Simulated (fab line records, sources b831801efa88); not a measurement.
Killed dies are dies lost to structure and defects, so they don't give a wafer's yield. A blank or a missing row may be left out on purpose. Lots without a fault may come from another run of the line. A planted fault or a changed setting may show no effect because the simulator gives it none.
Chamber matching | flow gf180mcu | GF_V3_CMP_26 on cmp-02: 4 sister chambers
The step polishes, stops on SiO2, t overpolish 15 s, target thk 0 nm. 8 wafers are shown with their chamber, then 7 later ones without.

WAFERS WITH THEIR CHAMBER
wafer  | chamber | motor_current_A (A) | time_to_endpoint_s (s)
L127.3 | 1       | 11.4                | 94
L131.2 | 0       | 14.4                | 91
L131.5 | 1       | 11.8                | 88
L136.3 | 3       | 13.6                | 84
L136.4 | 2       | 10.7                | 85
L136.6 | 2       | 11.3                | 86
L141.1 | 0       | 14.4                | 94
L141.2 | 3       | 13.8                | 81

WAFERS WITHOUT THEIR CHAMBER
wafer  | motor_current_A (A) | time_to_endpoint_s (s)
L141.4 | 10.9                | 83
L143.3 | 14.3                | 90
L143.4 | 13.9                | 82
L143.5 | 10.7                | 84
L144.1 | 11.6                | 93
L144.5 | 11.6                | 94
L144.6 | 14.3                | 89

WHICH CHAMBER EACH WENT THROUGH
wafer  | from the rows above     | in truth
L141.4 | 2                       | 2
L143.3 | 0                       | 0
L143.4 | 3                       | 3
L143.5 | 2                       | 2
L144.1 | 1                       | 1
L144.5 | 1                       | 1
L144.6 | can't be placed: 0 or 3 | 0
Placed correctly: 6 of 7. Can't be placed from these rows: 1 (the true chamber is among the candidates in 1). Placed wrongly: 0.
How it was worked out, from the rows above alone: a wafer's distance from a chamber is the root of the sum, over the readings, of the square of ((its reading less the chamber's mean) divided by the reading's scatter). The wafer belongs to the nearest chamber; if the next one is less than 2 further off, it can't be placed. A chamber's mean is the mean of its shown wafers. The scatter: the root of (the sum of the squares of (reading less its chamber's mean) over the shown wafers, divided by (wafers less chambers)).
